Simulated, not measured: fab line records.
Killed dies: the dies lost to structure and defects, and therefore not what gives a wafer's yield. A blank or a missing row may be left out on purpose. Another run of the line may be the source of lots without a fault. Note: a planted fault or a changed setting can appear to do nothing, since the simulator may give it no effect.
Which of the tools did it? / flow gf180mcu / Sampling: 6 lots, 18 wafers, 4 of 602 route steps

## WHAT THE GAUGES READ, wafer by wafer
GF_M2_CD_MEAS_14 targets a cd of 280 nm.
lot=L446; measured=day 19 04:11; on=cd_sem-02; cd_nm (nm)=283.2 282.7 283.6
lot=L448; measured=day 19 23:45; on=cd_sem-02; cd_nm (nm)=281.1 281.3 281.5
lot=L450; measured=day 20 21:44; on=cd_sem-02; cd_nm (nm)=278.5 278.3 277.8
lot=L454; measured=day 23 04:31; on=cd_sem-01; cd_nm (nm)=277.8 278.3 278.7
lot=L459; measured=day 24 20:43; on=cd_sem-01; cd_nm (nm)=284.2 285.3 285.5
lot=L468; measured=day 27 02:32; on=cd_sem-02; cd_nm (nm)=281.0 280.6 280.4

## WHICH TOOL RAN EACH LOT (tool, then ch and the chambers of the sampled wafers, then the start)
lot=L446; GF_SAB_CVD_00=pecvd-01 ch 0,1, day 14 07:53; GF_SAB_STRIP_13=plasma_asher-03 ch 0,1, day 15 04:29; GF_M2_SOFTBAKE_10=litho_track-02 ch 0, day 18 16:32
lot=L448; GF_SAB_CVD_00=pecvd-01 ch 0,2, day 14 22:52; GF_SAB_STRIP_13=plasma_asher-01 ch 0,1, day 15 20:43; GF_M2_SOFTBAKE_10=litho_track-03 ch 0, day 19 11:22
lot=L450; GF_SAB_CVD_00=pecvd-02 ch 0,1,2, day 15 17:13; GF_SAB_STRIP_13=plasma_asher-01 ch 0,1, day 16 15:41; GF_M2_SOFTBAKE_10=litho_track-03 ch 0, day 20 09:57
lot=L454; GF_SAB_CVD_00=pecvd-01 ch 0,1,2, day 17 22:52; GF_SAB_STRIP_13=plasma_asher-03 ch 0,1, day 18 23:10; GF_M2_SOFTBAKE_10=litho_track-03 ch 0, day 22 17:16
lot=L459; GF_SAB_CVD_00=pecvd-01 ch 0,2, day 19 18:43; GF_SAB_STRIP_13=plasma_asher-02 ch 0,1, day 20 18:55; GF_M2_SOFTBAKE_10=litho_track-02 ch 0, day 24 09:52
lot=L468; GF_SAB_CVD_00=pecvd-01 ch 0,1,2, day 22 06:26; GF_SAB_STRIP_13=plasma_asher-03 ch 0,1, day 23 05:43; GF_M2_SOFTBAKE_10=litho_track-03 ch 0, day 26 16:59
- GF_SAB_CVD_00: deposits SiO2 from TEOS, target thk 50 nm, time 4.9302 s.
- GF_SAB_STRIP_13: strips in O2/N2.
- GF_M2_SOFTBAKE_10: time 60 s.

## THE ANSWER, worked out from the rows above alone
Rule: usual is defined by the lots themselves. Put in order of their means at a reading, lots are off if they are a third of the lots or fewer, leave a main group of 4 or more, and stand apart from it by a gap of 3 or more times the standard deviation of the main group's means; of several such gaps the widest counts. A main group is skipped when, at the precision printed for the reading in the tables above, its means are all equal. A lot without any number at a reading at which 4 lots or more have one is off too. The other lots that the step has rows for count as sound.
No lot is off on any of the readings shown, so nothing can be concluded from this.

## WHAT WAS PUT IN BY THE SIMULATOR
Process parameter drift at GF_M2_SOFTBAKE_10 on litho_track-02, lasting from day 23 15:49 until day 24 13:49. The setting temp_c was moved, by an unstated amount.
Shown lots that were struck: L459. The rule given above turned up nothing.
